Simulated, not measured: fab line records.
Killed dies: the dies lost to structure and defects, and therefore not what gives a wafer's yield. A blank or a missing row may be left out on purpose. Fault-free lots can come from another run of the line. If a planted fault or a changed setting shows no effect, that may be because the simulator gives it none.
Chamber matching -- flow sky130 -- 4 sister chambers for SKY_VIA2_CMP_02 on cmp-02
The step polishes SiO2. 4 wafers are shown with their chamber, then 7 later ones without.

EACH WAFER AND ITS CHAMBER
wafer,chamber,motor_current_A (A)
L818.3,1,12.2
L818.5,3,10.8
L826.2,2,11.9
L826.3,0,12.3

WAFERS WITH NO CHAMBER GIVEN
wafer,motor_current_A (A)
L826.4,10.4
L827.1,11.9
L827.2,11.7
L827.4,10.3
L828.1,12.0
L828.4,12.5
L828.6,10.8

WHICH CHAMBER EACH WENT THROUGH
wafer,from the rows above,in truth
L826.4,3,3
L827.1,can't be placed: 2 or 1 or 0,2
L827.2,can't be placed: 2 or 1 or 0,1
L827.4,3,3
L828.1,can't be placed: 2 or 1 or 0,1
L828.4,can't be placed: 0 or 1 or 2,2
L828.6,3,3
Correctly placed: 3 of 7. Unplaceable from these rows: 4, with the true chamber sitting among the candidates in 4. Wrongly placed: 0.
How it was worked out, from the rows above alone: a wafer's distance from a chamber is the root of the sum, over the readings, of the square of ((its reading less the chamber's mean) divided by the reading's scatter). If the next closest chamber is less than 2 further off than the closest, the wafer can't be placed; otherwise it belongs to the closest. Each chamber's mean is taken over the wafers shown for it. The scatter: root of mean squared gap, hidden wafer to nearest shown wafer, with one shown wafer a chamber.
